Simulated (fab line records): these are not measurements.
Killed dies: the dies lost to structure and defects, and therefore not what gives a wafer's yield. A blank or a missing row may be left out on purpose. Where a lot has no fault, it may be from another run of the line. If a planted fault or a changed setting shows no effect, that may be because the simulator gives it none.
Matching of chambers || flow sky130 || SKY_FIELD_ISO_CMP_27 on cmp-01 has 4 sister chambers
The step polishes, stops on Si3N4, t overpolish 16 s, target thk 457.8 nm. 14 wafers are shown with their chamber, then 6 later ones without.

WAFERS PAIRED WITH THEIR CHAMBERS
{"wafer": "L757.1", "chamber": 1, "motorCurrentA (A)": 11.2, "timeToEndpointS (s)": 118, "overpolishRunS (s)": 15.990}
{"wafer": "L757.3", "chamber": 3, "motorCurrentA (A)": 12.4, "timeToEndpointS (s)": 111, "overpolishRunS (s)": 15.982}
{"wafer": "L757.5", "chamber": 3, "motorCurrentA (A)": 11.9, "timeToEndpointS (s)": 120, "overpolishRunS (s)": 15.998}
{"wafer": "L759.1", "chamber": 2, "motorCurrentA (A)": 13.3, "timeToEndpointS (s)": 112, "overpolishRunS (s)": 16.009}
{"wafer": "L759.4", "chamber": 3, "motorCurrentA (A)": 12.5, "timeToEndpointS (s)": 111, "overpolishRunS (s)": 16.002}
{"wafer": "L759.5", "chamber": 3, "motorCurrentA (A)": 12.1, "timeToEndpointS (s)": 111, "overpolishRunS (s)": 16.006}
{"wafer": "L760.1", "chamber": 3, "motorCurrentA (A)": 12.4, "timeToEndpointS (s)": 117, "overpolishRunS (s)": 15.997}
{"wafer": "L760.2", "chamber": 0, "motorCurrentA (A)": 10.3, "timeToEndpointS (s)": 112, "overpolishRunS (s)": 15.988}
{"wafer": "L760.5", "chamber": 2, "motorCurrentA (A)": 13.0, "timeToEndpointS (s)": 114, "overpolishRunS (s)": 15.993}
{"wafer": "L761.1", "chamber": 0, "motorCurrentA (A)": 10.4, "timeToEndpointS (s)": 110, "overpolishRunS (s)": 16.009}
{"wafer": "L761.3", "chamber": 2, "motorCurrentA (A)": 13.4, "timeToEndpointS (s)": 117, "overpolishRunS (s)": 16.004}
{"wafer": "L761.6", "chamber": 0, "motorCurrentA (A)": 9.7, "timeToEndpointS (s)": 113, "overpolishRunS (s)": 16.012}
{"wafer": "L763.2", "chamber": 0, "motorCurrentA (A)": 10.3, "timeToEndpointS (s)": 111, "overpolishRunS (s)": 16.013}
{"wafer": "L763.5", "chamber": 3, "motorCurrentA (A)": 12.4, "timeToEndpointS (s)": 116, "overpolishRunS (s)": 16.003}

SIGNATURES, as means of the wafers listed above
{"reading": "motorCurrentA", "chamber 0": 10.175, "chamber 1": 11.200, "chamber 2": 13.233, "chamber 3": 12.283, "scatter within a chamber": 0.257}
{"reading": "timeToEndpointS", "chamber 0": 111.50, "chamber 1": 118.00, "chamber 2": 114.33, "chamber 3": 114.33, "scatter within a chamber": 3.05}
{"reading": "overpolishRunS", "chamber 0": 16.00550, "chamber 1": 15.99000, "chamber 2": 16.00200, "chamber 3": 15.99800, "scatter within a chamber": 0.00956}
Rule: a wafer lies at a distance from a chamber equal to the root of the sum of squares, over the readings, of (its reading less the chamber's mean, divided by the reading's scatter). The wafer belongs to the nearest chamber; if the next one is less than 2 further off, it can't be placed. The scatter: the root of (the sum of the squares of (reading less its chamber's mean) over the shown wafers, divided by (wafers less chambers)).

WAFERS WITH NO CHAMBER GIVEN
{"wafer": "L763.6", "motorCurrentA (A)": 13.1, "timeToEndpointS (s)": 116, "overpolishRunS (s)": 16.009}
{"wafer": "L767.2", "motorCurrentA (A)": 12.0, "timeToEndpointS (s)": 119, "overpolishRunS (s)": 16.000}
{"wafer": "L767.6", "motorCurrentA (A)": 10.1, "timeToEndpointS (s)": 106, "overpolishRunS (s)": 15.992}
{"wafer": "L777.1", "motorCurrentA (A)": 12.3, "timeToEndpointS (s)": 119, "overpolishRunS (s)": 16.005}
{"wafer": "L777.3", "motorCurrentA (A)": 12.8, "timeToEndpointS (s)": 116, "overpolishRunS (s)": 16.010}
{"wafer": "L777.6", "motorCurrentA (A)": 10.5, "timeToEndpointS (s)": 107, "overpolishRunS (s)": 15.979}

WHICH CHAMBER EACH WENT THROUGH
{"wafer": "L763.6", "from the rows above": 2, "in truth": 2}
{"wafer": "L767.2", "from the rows above": "can't be placed: 3 or 1", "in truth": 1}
{"wafer": "L767.6", "from the rows above": 0, "in truth": 0}
{"wafer": "L777.1", "from the rows above": 3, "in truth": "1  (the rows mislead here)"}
{"wafer": "L777.3", "from the rows above": "can't be placed: 2 or 3", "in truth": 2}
{"wafer": "L777.6", "from the rows above": "can't be placed: 0 or 1", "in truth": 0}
2 of 6 placed correctly. Unplaceable from these rows: 3, with the true chamber sitting among the candidates in 3. Placed wrongly: 1.
